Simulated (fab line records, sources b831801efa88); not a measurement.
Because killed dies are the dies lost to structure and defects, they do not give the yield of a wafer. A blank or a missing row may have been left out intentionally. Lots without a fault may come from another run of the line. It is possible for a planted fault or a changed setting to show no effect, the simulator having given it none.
Struck lot and sound lot, side by side + flow sfq-line + 20 steps out of a route of 325
Sound: wafers L816.2, L816.5, L816.6. Struck: wafer L823.1. (L823.5 of the same lot was not struck and is left out.) The cause comes at the end.
Order at every step that has rows: each side's tool, ch and its chambers, its first start. Under that, the readings that differ: sound wafers + struck wafers + difference of the means + sigmas: that difference in standard deviations of wafers without a fault.
alike: same words and numbers on both sides, and readings whose means sit less than 2 such deviations apart. not compared: any withheld reading, any reading some wafer has no value for, any bound like >300 that may hide the same value, and any number with overlapping values for which the record gives no deviation.
The two part at a step that has a row with sigmas, a row that says differs or no value, or rows on one side only. Numbers that have no deviation but don't overlap get no sigmas and don't part them. Lack of a reading on every wafer of one side parts them only where that side has two or more wafers.

first, 2 steps without rows for these wafers: SFQ_TRILAYER_I6_VIA_LITHO_PEB_172 (peb time 60 s); SFQ_TRILAYER_I6_VIA_LITHO_DEVELOP_171 (time 60 s).
SFQ_I6_OVL_MEAS_942:
  sound on overlay-02 at day 75 11:51; struck on overlay-01 at day 77 01:53
| reading     | sound  | struck | difference | sigmas |
|-------------|--------|--------|------------|--------|
| I6_OVL (nm) | 2 9 11 | -7     | -14        | -2     |
SFQ_TRILAYER_I6_VIA_BARC_OPEN_VIA_ETCH_235: etches BARC in O2, target depth 125 nm, time 41.7 s.
  sound on rie-diel-01 ch 0,1,2, day 75 11:53; struck on rie-diel-03 ch 3, day 77 01:56
  alike: drypump-motor-current-A, oes-product-au
  not compared: rf-hours-counter-h
SFQ_TRILAYER_I6_VIA_ETCH_VIA_ETCH_172: etches SiO2 in CHF3, stops on Nb, target depth 260 nm.
  sound on rie-diel-01 ch 0,1,2, day 75 11:55; struck on rie-diel-03 ch 3, day 77 01:58
  alike: drypump-motor-current-A, oes-product-au
SFQ_TRILAYER_I6_VIA_STRIP_STRIP_173: strips in O2.
  sound on rie-metal-03 ch 0,1, day 75 12:02; struck on rie-metal-02 ch 1, day 77 02:05
  alike: drypump-motor-current-A, oes-product-au
  not compared: rf-hours-counter-h
then, 3 steps without rows for these wafers: SFQ_TRILAYER_I6_VIA_STRIP_SOLV_CLEAN_174 (cleans in NMP, time 600 s); SFQ_TRILAYER_M7_DEP_PRE_CLEAN_176 (time 22.5 s); SFQ_TRILAYER_M7_DEP_SPUTTER_175 (material Nb, target thk 200 nm, time 133.3 s).
SFQ_M7_RS_MEAS_943: uses a four-point probe to measure.
  sound on film-metro-03 at day 75 12:56; struck on film-metro-03 at day 77 03:34
  alike: M7_NB_RS
then, 1 step without rows for these wafers: SFQ_TRILAYER_M7_LITHO_COAT_182 (resist thk 62 nm).
SFQ_TRILAYER_M7_LITHO_COAT_177: resist thk 600 nm.
  sound on litho-track-01 ch 0, day 75 13:27; struck on litho-track-01 ch 0, day 77 04:03
| reading                                             | sound             | struck | difference | sigmas |
|-----------------------------------------------------|-------------------|--------|------------|--------|
| model.KrF_of_TRILAYER_M7_LITHO_COAT_177.thk-nm (nm) | 602.4 603.5 601.6 | 622.3  | +19.8      |        |
  alike: spin-speed-rpm
then, 4 steps without rows for these wafers: SFQ_TRILAYER_M7_LITHO_SOFTBAKE_181; SFQ_TRILAYER_M7_LITHO_EXPOSE_178 (exposes mask M7, target cd 500 nm); SFQ_TRILAYER_M7_LITHO_PEB_180 (peb time 60 s); SFQ_TRILAYER_M7_LITHO_DEVELOP_179 (time 60 s).
SFQ_M7_OVL_MEAS_945:
  sound on overlay-02 at day 77 14:30; struck on overlay-02 at day 78 08:30
  alike: M7_OVL
SFQ_TRILAYER_M7_BARC_OPEN_METAL_ETCH_229: etches BARC in O2, target depth 125 nm, time 41.7 s.
  sound on rie-metal-04 ch 0,1, day 77 14:32; struck on rie-metal-04 ch 0, day 78 08:32
  alike: drypump-motor-current-A, oes-product-au
  not compared: rf-hours-counter-h
SFQ_TRILAYER_M7_ETCH_METAL_ETCH_180: etches Nb in Cl2/Ar, stops on SiO2, target depth 240 nm, time 120 s.
  sound on rie-metal-04 ch 0,1, day 77 14:35; struck on rie-metal-04 ch 0, day 78 08:35
| reading                                             | sound             | struck | difference | sigmas |
|-----------------------------------------------------|-------------------|--------|------------|--------|
| model.KrF_of_TRILAYER_M7_LITHO_COAT_177.thk-nm (nm) | 386.5 388.4 386.6 | 410.1  | +22.9      |        |
  alike: drypump-motor-current-A, oes-product-au
  not compared: rf-hours-counter-h
SFQ_TRILAYER_M7_STRIP_STRIP_181: strips in O2.
  sound on rie-metal-04 ch 0,1, day 77 14:43; struck on rie-metal-04 ch 0, day 78 08:43
  alike: drypump-motor-current-A, oes-product-au
  not compared: rf-hours-counter-h

## WHERE THEY PART
Within this record, at SFQ_I6_OVL_MEAS_942 only. Later steps at which nothing parts them and some readings are alike: SFQ_TRILAYER_I6_VIA_BARC_OPEN_VIA_ETCH_235, SFQ_TRILAYER_I6_VIA_ETCH_VIA_ETCH_172, SFQ_TRILAYER_I6_VIA_STRIP_STRIP_173, SFQ_M7_RS_MEAS_943, SFQ_TRILAYER_M7_LITHO_COAT_177, SFQ_M7_OVL_MEAS_945, SFQ_TRILAYER_M7_BARC_OPEN_METAL_ETCH_229, SFQ_TRILAYER_M7_ETCH_METAL_ETCH_180, SFQ_TRILAYER_M7_STRIP_STRIP_181.

WHY: what had been put in by the simulator
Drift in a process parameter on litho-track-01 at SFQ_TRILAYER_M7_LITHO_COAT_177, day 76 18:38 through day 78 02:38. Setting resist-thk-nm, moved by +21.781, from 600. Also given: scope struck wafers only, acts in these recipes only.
